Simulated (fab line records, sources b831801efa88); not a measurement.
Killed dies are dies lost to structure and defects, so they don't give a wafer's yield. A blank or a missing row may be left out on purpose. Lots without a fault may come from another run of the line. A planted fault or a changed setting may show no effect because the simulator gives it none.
Problem report in the 8D (eight disciplines) form, filled by code | flow gf180mcu | the parts of the form that need people (team, actions taken, sign-off) are left out

1. THE PROBLEM
M1_ALCU_RS at GF_M1_RS_MEAS_05 reads a mean of 0.0859 ohm/sq on 6 wafers of 2 lots; wafers without a fault read 0.0698 ohm/sq with a standard deviation of 0.0008. That is +20 standard deviations from the usual mean.
The step: measures by four-point-probe.
First seen on wafer L515.1, day 22 07:58, on film_metro-02. The record holds 30 wafers of 10 lots with a number at this step. Rule for "out", or "out of limits": more than 4 standard deviations from the usual mean. The other wafers with a number count as sound.

2. WHAT IT IS AND WHAT IT IS NOT
question                    | is                           | is not
which readings at this step | M1_ALCU_RS                   | -
which lots                  | L515, L517                   | L499, L500, L501, L507, L509, L516, L520, L521
which wafers of those lots  | all that have a number       | -
read on which gauges        | film_metro-02, film_metro-03 | film_metro-01
when                        | from day 22 07:58            | up to then (15 sound wafers); but 9 sound wafers of L516, L520, L521 came after

3. SUSPECTS, AND WHAT RULES EACH OUT
Counting: a tool at a process step up to the reading stays a suspect if it ran every lot that is out and no sound lot after the first of them.
- the gauge at GF_M1_RS_MEAS_05: ruled out. The wafers that are out were read on 2 gauges (film_metro-02, film_metro-03).
- pvd_sputter-04 at GF_M1_SPUTTER_02 (material AlCu, target thk 450 nm, time 23.9 s): kept. It ran every lot that is out, first L515 (day 22 07:52), and no sound lot after that; its last sound lot up to then is L509 (day 20 07:13).
Left after counting: pvd_sputter-04 at GF_M1_SPUTTER_02.

4. THE CAUSE (what the simulator had put in)
Process parameter drift: pvd_sputter-04, from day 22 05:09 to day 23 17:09, at GF_M1_SPUTTER_02. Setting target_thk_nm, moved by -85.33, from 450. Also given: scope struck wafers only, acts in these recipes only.
Counting left only this tool.

5. THE CHAIN OF EFFECTS, in route order
Each row: a reading whose mean over the struck wafers that have a number lies more than 3 standard deviations from the usual. Only readings for which the record gives a usual standard deviation are gone through. hours: the time from each lot's start at the first step in this table that gives one to its start at this step, as a median over the lots. sigmas: the change in usual standard deviations.
hours | step                | reading            | usual         | on struck wafers | change  | sigmas
0     | GF_M1_RS_MEAS_05    | M1_ALCU_RS         | 0.0698 ohm/sq | 0.0859           | +0.0161 | +20
0     | GF_M1_THK_MEAS_06   | M1_ALCU_THK        | 450 nm        | 365              | -85     | -15
23    | GF_M1_METAL_ETCH_16 | oes_product_au     | 0.969 a.u.    | 0.887            | -0.082  | -14
23    | GF_M1_METAL_ETCH_16 | throttle_valve_pct | 28.251 %      | 28.340           | +0.089  | +8.9
The process steps in it:
- GF_M1_METAL_ETCH_16: etches the open film in Cl2/BCl3, stops on SiO2, target depth 627.5 nm, time 104.6 s.

6. WHAT WOULD HAVE CAUGHT IT SOONER
In this record the first reading out of limits at a measuring or inspecting step was taken at day 22 07:58, 3 hours after the fault began at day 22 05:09.
Of the tool readings at GF_M1_SPUTTER_02 for which the record gives a usual standard deviation, none was out on any struck wafer, so an alarm limit of 4 standard deviations on them would not have fired.
Of the lots that are out (2), L517 began GF_M1_SPUTTER_02 on pvd_sputter-04 after day 22 07:58. A hold on the tool at that time would have spared it.
